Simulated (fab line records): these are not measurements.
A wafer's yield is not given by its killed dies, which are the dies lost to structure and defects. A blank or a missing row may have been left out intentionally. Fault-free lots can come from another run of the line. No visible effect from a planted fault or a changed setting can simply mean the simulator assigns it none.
Which tool was responsible? / flow sky130 / 39 wafers from 13 lots sampled at 4 of the route's 708 steps

## WHAT EACH GAUGE READ, for each wafer
SKY_VIA4_RS_MEAS_19: measurement is done with a four-point probe. Usual: VIA4_W_RS 0.2273 ohm/sq, standard deviation 0.0029.
lot=L730; measured=day 43 03:36; on=film-metro-01; VIA4_W_RS (ohm/sq)=0.2272 0.2289 0.2280; flag=
lot=L731; measured=day 43 14:04; on=film-metro-01; VIA4_W_RS (ohm/sq)=0.2322 0.2255 0.2253; flag=
lot=L732; measured=day 44 02:19; on=film-metro-02; VIA4_W_RS (ohm/sq)=0.2298 0.2301 0.2325; flag=
lot=L733; measured=day 44 04:55; on=film-metro-01; VIA4_W_RS (ohm/sq)=0.2307 0.2306 0.2256; flag=
lot=L734; measured=day 44 05:30; on=film-metro-01; VIA4_W_RS (ohm/sq)=0.2280 0.2269 0.2261; flag=
lot=L735; measured=day 44 18:25; on=film-metro-03; VIA4_W_RS (ohm/sq)=0.2299 0.2281 0.2291; flag=
lot=L736; measured=day 45 09:40; on=film-metro-01; VIA4_W_RS (ohm/sq)=0.2322 0.2240 0.2307; flag=
lot=L737; measured=day 45 14:07; on=film-metro-01; VIA4_W_RS (ohm/sq)=0.2230 0.2208 0.2313; flag=
lot=L739; measured=day 45 20:08; on=film-metro-03; VIA4_W_RS (ohm/sq)=0.2256 0.2273 0.2249; flag=
lot=L741; measured=day 46 08:38; on=film-metro-02; VIA4_W_RS (ohm/sq)=0.2277 0.2278 0.2305; flag=
lot=L744; measured=day 46 14:49; on=film-metro-03; VIA4_W_RS (ohm/sq)=0.2268 0.2302 0.2310; flag=
lot=L745; measured=day 46 23:53; on=film-metro-02; VIA4_W_RS (ohm/sq)=0.2285 0.2225 0.2268; flag=
lot=L753; measured=day 48 15:10; on=film-metro-02; VIA4_W_RS (ohm/sq)=0.2300 0.2268 0.2283; flag=

SKY_PAD_OPEN_BOW_MEAS_13. Usual: PAD_OPEN_BOW 47 um, standard deviation 9.6.
lot=L730; measured=day 46 01:52; on=film-metro-04; PAD_OPEN_BOW (um)=37 31 55; flag=
lot=L731; measured=day 46 10:16; on=film-metro-02; PAD_OPEN_BOW (um)=45 44 45; flag=
lot=L732; measured=day 46 23:04; on=film-metro-02; PAD_OPEN_BOW (um)=32 44 36; flag=
lot=L733; measured=day 47 00:37; on=film-metro-04; PAD_OPEN_BOW (um)=52 50 40; flag=
lot=L734; measured=day 47 02:05; on=film-metro-04; PAD_OPEN_BOW (um)=59 56 55; flag=
lot=L735; measured=day 47 12:42; on=film-metro-04; PAD_OPEN_BOW (um)=35 39 30; flag=
lot=L736; measured=day 48 02:44; on=film-metro-02; PAD_OPEN_BOW (um)=59 56 59; flag=
lot=L737; measured=day 48 06:10; on=film-metro-04; PAD_OPEN_BOW (um)=29 34 42; flag=
lot=L739; measured=day 48 13:01; on=film-metro-02; PAD_OPEN_BOW (um)=51 55 45; flag=
lot=L741; measured=day 49 01:02; on=film-metro-03; PAD_OPEN_BOW (um)=54 42 42; flag=
lot=L744; measured=day 49 05:52; on=film-metro-04; PAD_OPEN_BOW (um)=39 50 50; flag=
lot=L745; measured=day 49 12:01; on=film-metro-03; PAD_OPEN_BOW (um)=57 47 50; flag=
lot=L753; measured=day 50 21:47; on=film-metro-02; PAD_OPEN_BOW (um)=48 54 41; flag=

## TOOL THAT RAN EACH LOT (tool first, then ch and the chambers of the sampled wafers, then the start)
lot=L730; SKY_RES_XHIGH_STRIP_08=plasma-asher-01 ch 0,1, day 26 22:34; SKY_METAL5_DESCUM_14=rie-metal-02 ch 0,1, day 44 02:28
lot=L731; SKY_RES_XHIGH_STRIP_08=plasma-asher-03 ch 0,1, day 27 16:46; SKY_METAL5_DESCUM_14=rie-metal-02 ch 0,1, day 44 12:49
lot=L732; SKY_RES_XHIGH_STRIP_08=plasma-asher-04 ch 0, day 28 04:08; SKY_METAL5_DESCUM_14=rie-metal-01 ch 0,1, day 45 00:31
lot=L733; SKY_RES_XHIGH_STRIP_08=plasma-asher-03 ch 0,1, day 28 08:16; SKY_METAL5_DESCUM_14=rie-metal-02 ch 0,1, day 45 03:22
lot=L734; SKY_RES_XHIGH_STRIP_08=plasma-asher-03 ch 0,1, day 28 09:16; SKY_METAL5_DESCUM_14=rie-metal-03 ch 0,1, day 45 04:01
lot=L735; SKY_RES_XHIGH_STRIP_08=plasma-asher-03 ch 0,1, day 29 06:19; SKY_METAL5_DESCUM_14=rie-metal-01 ch 0,1, day 45 16:25
lot=L736; SKY_RES_XHIGH_STRIP_08=plasma-asher-01 ch 0,1, day 30 01:05; SKY_METAL5_DESCUM_14=rie-metal-03 ch 0,1, day 46 07:19
lot=L737; SKY_RES_XHIGH_STRIP_08=plasma-asher-03 ch 0,1, day 30 06:01; SKY_METAL5_DESCUM_14=rie-metal-03 ch 0,1, day 46 10:40
lot=L739; SKY_RES_XHIGH_STRIP_08=plasma-asher-03 ch 0,1, day 30 11:44; SKY_METAL5_DESCUM_14=rie-metal-01 ch 0,1, day 46 17:46
lot=L741; SKY_RES_XHIGH_STRIP_08=plasma-asher-03 ch 0,1, day 31 02:31; SKY_METAL5_DESCUM_14=rie-metal-02 ch 0,1, day 47 05:52
lot=L744; SKY_RES_XHIGH_STRIP_08=plasma-asher-03 ch 0,1, day 31 16:04; SKY_METAL5_DESCUM_14=rie-metal-03 ch 0,1, day 47 12:01
lot=L745; SKY_RES_XHIGH_STRIP_08=plasma-asher-03 ch 0,1, day 31 22:29; SKY_METAL5_DESCUM_14=rie-metal-03 ch 0,1, day 47 20:20
lot=L753; SKY_RES_XHIGH_STRIP_08=plasma-asher-04 ch 0,1, day 34 05:31; SKY_METAL5_DESCUM_14=rie-metal-01 ch 1, day 49 10:01
- SKY_RES_XHIGH_STRIP_08: strips in O2/N2.
- SKY_METAL5_DESCUM_14: chemistry O2, time 11 s.

## AS READ BY THE TOOLS THEMSELVES (means over the sampled wafers that have a number; for cases with no such wafer, the mark the record gives instead)
SKY_RES_XHIGH_STRIP_08. Usual: drypump-motor-current-A 6.0 A, standard deviation 0.38; oes-product-au 0.711 a.u., standard deviation 0.0049; strip-time-to-endpoint-s 14.15 s, standard deviation 0.043.
lot=L730; tool=plasma-asher-01; drypump-motor-current-A (A)=6.0; oes-product-au (a.u.)=0.710; strip-time-to-endpoint-s (s)=14.12; flag=
lot=L731; tool=plasma-asher-03; drypump-motor-current-A (A)=6.4; oes-product-au (a.u.)=0.708; strip-time-to-endpoint-s (s)=14.18; flag=
lot=L732; tool=plasma-asher-04; drypump-motor-current-A (A)=6.0; oes-product-au (a.u.)=0.709; strip-time-to-endpoint-s (s)=14.10; flag=
lot=L733; tool=plasma-asher-03; drypump-motor-current-A (A)=6.2; oes-product-au (a.u.)=0.710; strip-time-to-endpoint-s (s)=14.19; flag=
lot=L734; tool=plasma-asher-03; drypump-motor-current-A (A)=6.2; oes-product-au (a.u.)=0.712; strip-time-to-endpoint-s (s)=14.10; flag=
lot=L735; tool=plasma-asher-03; drypump-motor-current-A (A)=6.4; oes-product-au (a.u.)=0.712; strip-time-to-endpoint-s (s)=14.20; flag=
lot=L736; tool=plasma-asher-01; drypump-motor-current-A (A)=5.7; oes-product-au (a.u.)=0.709; strip-time-to-endpoint-s (s)=14.17; flag=
lot=L737; tool=plasma-asher-03; drypump-motor-current-A (A)=6.2; oes-product-au (a.u.)=0.706; strip-time-to-endpoint-s (s)=14.17; flag=
lot=L739; tool=plasma-asher-03; drypump-motor-current-A (A)=6.2; oes-product-au (a.u.)=0.708; strip-time-to-endpoint-s (s)=14.09; flag=
lot=L741; tool=plasma-asher-03; drypump-motor-current-A (A)=6.4; oes-product-au (a.u.)=0.715; strip-time-to-endpoint-s (s)=14.22; flag=
lot=L744; tool=plasma-asher-03; drypump-motor-current-A (A)=6.2; oes-product-au (a.u.)=0.706; strip-time-to-endpoint-s (s)=14.13; flag=
lot=L745; tool=plasma-asher-03; drypump-motor-current-A (A)=6.4; oes-product-au (a.u.)=0.710; strip-time-to-endpoint-s (s)=14.13; flag=
lot=L753; tool=plasma-asher-04; drypump-motor-current-A (A)=5.6; oes-product-au (a.u.)=0.709; strip-time-to-endpoint-s (s)=14.15; flag=

SKY_METAL5_DESCUM_14. Usual: drypump-motor-current-A 5.52 A, standard deviation 0.26; oes-product-au 0.999 a.u., standard deviation 0.012.
lot=L730; tool=rie-metal-02; drypump-motor-current-A (A)=5.47; oes-product-au (a.u.)=1.005; flag=
lot=L731; tool=rie-metal-02; drypump-motor-current-A (A)=5.48; oes-product-au (a.u.)=0.997; flag=
lot=L732; tool=rie-metal-01; drypump-motor-current-A (A)=5.58; oes-product-au (a.u.)=0.992; flag=
lot=L733; tool=rie-metal-02; drypump-motor-current-A (A)=5.22; oes-product-au (a.u.)=1.001; flag=
lot=L734; tool=rie-metal-03; drypump-motor-current-A (A)=5.65; oes-product-au (a.u.)=0.996; flag=
lot=L735; tool=rie-metal-01; drypump-motor-current-A (A)=5.58; oes-product-au (a.u.)=0.995; flag=
lot=L736; tool=rie-metal-03; drypump-motor-current-A (A)=5.63; oes-product-au (a.u.)=0.995; flag=
lot=L737; tool=rie-metal-03; drypump-motor-current-A (A)=5.65; oes-product-au (a.u.)=1.005; flag=
lot=L739; tool=rie-metal-01; drypump-motor-current-A (A)=5.65; oes-product-au (a.u.)=0.986; flag=
lot=L741; tool=rie-metal-02; drypump-motor-current-A (A)=5.22; oes-product-au (a.u.)=1.007; flag=
lot=L744; tool=rie-metal-03; drypump-motor-current-A (A)=5.65; oes-product-au (a.u.)=0.995; flag=
lot=L745; tool=rie-metal-03; drypump-motor-current-A (A)=5.64; oes-product-au (a.u.)=0.991; flag=
lot=L753; tool=rie-metal-01; drypump-motor-current-A (A)=5.47; oes-product-au (a.u.)=1.007; flag=

## THE ANSWER, worked out from the rows above alone
Rule: take the mean of a lot's wafers that have a number; if it is more than 3 standard deviations from the usual mean, the lot is off. A lot without any number at a reading at which 4 lots or more have one is off too. The other lots that the step has rows for count as sound. After the gauges, taken in route order, come the tools' own readings; for these a lot's mean is taken, as printed above. The first step at which some lot is off is used, and at that step the reading that is off furthest; a lot without a number counts as furthest.
Across all readings shown, no lot is off: no conclusion can be drawn from this.

## WHAT HAD BEEN PUT IN BY THE SIMULATOR
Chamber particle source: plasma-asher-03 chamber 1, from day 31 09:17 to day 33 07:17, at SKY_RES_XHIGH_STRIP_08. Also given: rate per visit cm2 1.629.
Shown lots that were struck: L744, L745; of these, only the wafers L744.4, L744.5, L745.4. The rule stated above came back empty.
